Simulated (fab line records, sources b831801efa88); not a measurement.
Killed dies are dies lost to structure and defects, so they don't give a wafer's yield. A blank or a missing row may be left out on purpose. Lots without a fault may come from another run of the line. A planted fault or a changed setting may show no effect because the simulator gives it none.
Which tool did it? | flow sky130 | 12 lots, 36 wafers sampled, at 3 steps of a route of 708

WHAT THE GAUGES READ, wafer by wafer
SKY_LI_CONTACT_THK_MEAS_23: measures by xrf. Usual: LI_CONTACT_W_THK 404 nm, standard deviation 6.1.
lot  | measured     | on            | LI_CONTACT_W_THK (nm) | flag
L624 | day 29 01:05 | film_metro-03 | 393 402 408           |
L627 | day 30 00:26 | film_metro-02 | 410 404 413           |
L630 | day 30 23:11 | film_metro-03 | 406 403 403           |
L631 | day 31 15:16 | film_metro-02 | 412 412 412           |
L633 | day 32 09:40 | film_metro-03 | 397 397 400           |
L635 | day 32 20:52 | film_metro-02 | 412 400 404           |
L636 | day 33 08:22 | film_metro-03 | 395 399 392           |
L637 | day 33 15:59 | film_metro-01 | 401 399 402           |
L638 | day 33 18:10 | film_metro-03 | 404 398 396           |
L639 | day 34 08:13 | film_metro-01 | 408 403 408           |
L645 | day 35 23:20 | film_metro-03 | 403 398 401           |
L647 | day 36 11:28 | film_metro-03 | 400 400 401           |

SKY_CONTACT_OVL_MEAS_15. Usual: CONTACT_OVL 1 nm, standard deviation 4.8.
lot  | measured     | on         | CONTACT_OVL (nm) | flag
L624 | day 31 11:59 | overlay-02 | 1 -1 -1          |
L627 | day 32 09:07 | overlay-01 | 5 3 3            |
L630 | day 33 08:07 | overlay-02 | -4 3 -1          |
L631 | day 33 22:56 | overlay-01 | 11 9 3           |
L633 | day 34 17:01 | overlay-02 | 1 -2 -2          |
L635 | day 35 03:35 | overlay-01 | 7 7 7            |
L636 | day 35 15:08 | overlay-02 | 3 -2 -1          |
L637 | day 35 22:50 | overlay-02 | -4 -4 2          |
L638 | day 36 00:35 | overlay-02 | -1 -4 -7         |
L639 | day 36 14:53 | overlay-02 | 6 4 2            |
L645 | day 38 04:53 | overlay-02 | 4 5 6            |
L647 | day 38 16:53 | overlay-02 | -3 -1 0          |

WHICH TOOL RAN EACH LOT (tool, then ch and the chambers of the sampled wafers, then the start)
lot  | SKY_CONTACT_COAT_08
L624 | litho_track-03 ch 0, day 30 21:20
L627 | litho_track-03 ch 0, day 31 18:55
L630 | litho_track-03 ch 0, day 32 18:07
L631 | litho_track-03 ch 0, day 33 09:41
L633 | litho_track-03 ch 0, day 34 03:22
L635 | litho_track-04 ch 0, day 34 13:34
L636 | litho_track-03 ch 0, day 35 01:08
L637 | litho_track-03 ch 0, day 35 09:26
L638 | litho_track-03 ch 0, day 35 11:44
L639 | litho_track-01 ch 0, day 36 00:34
L645 | litho_track-04 ch 0, day 37 15:34
L647 | litho_track-04 ch 0, day 38 03:58
- SKY_CONTACT_COAT_08: resist thk 60 nm.

WHAT THE TOOLS THEMSELVES READ (means of the sampled wafers that have a number; where no wafer has one, the mark that the record gives instead)
The record holds no such reading with a usual standard deviation.

THE ANSWER, worked out from the rows above alone
Rule: a lot is off if the mean of its wafers that have a number lies more than 3 standard deviations from the usual mean. A lot without any number at a reading at which 4 lots or more have one is off too. The other lots that the step has rows for count as sound. The gauges are gone through in route order, then the tools' own readings, and for those a lot's mean is taken as printed above. The first step at which some lot is off is used, and at that step the reading that is off furthest; a lot without a number counts as furthest.
No lot is off at any reading shown: from this, nothing can be told.

WHAT THE SIMULATOR HAD PUT IN
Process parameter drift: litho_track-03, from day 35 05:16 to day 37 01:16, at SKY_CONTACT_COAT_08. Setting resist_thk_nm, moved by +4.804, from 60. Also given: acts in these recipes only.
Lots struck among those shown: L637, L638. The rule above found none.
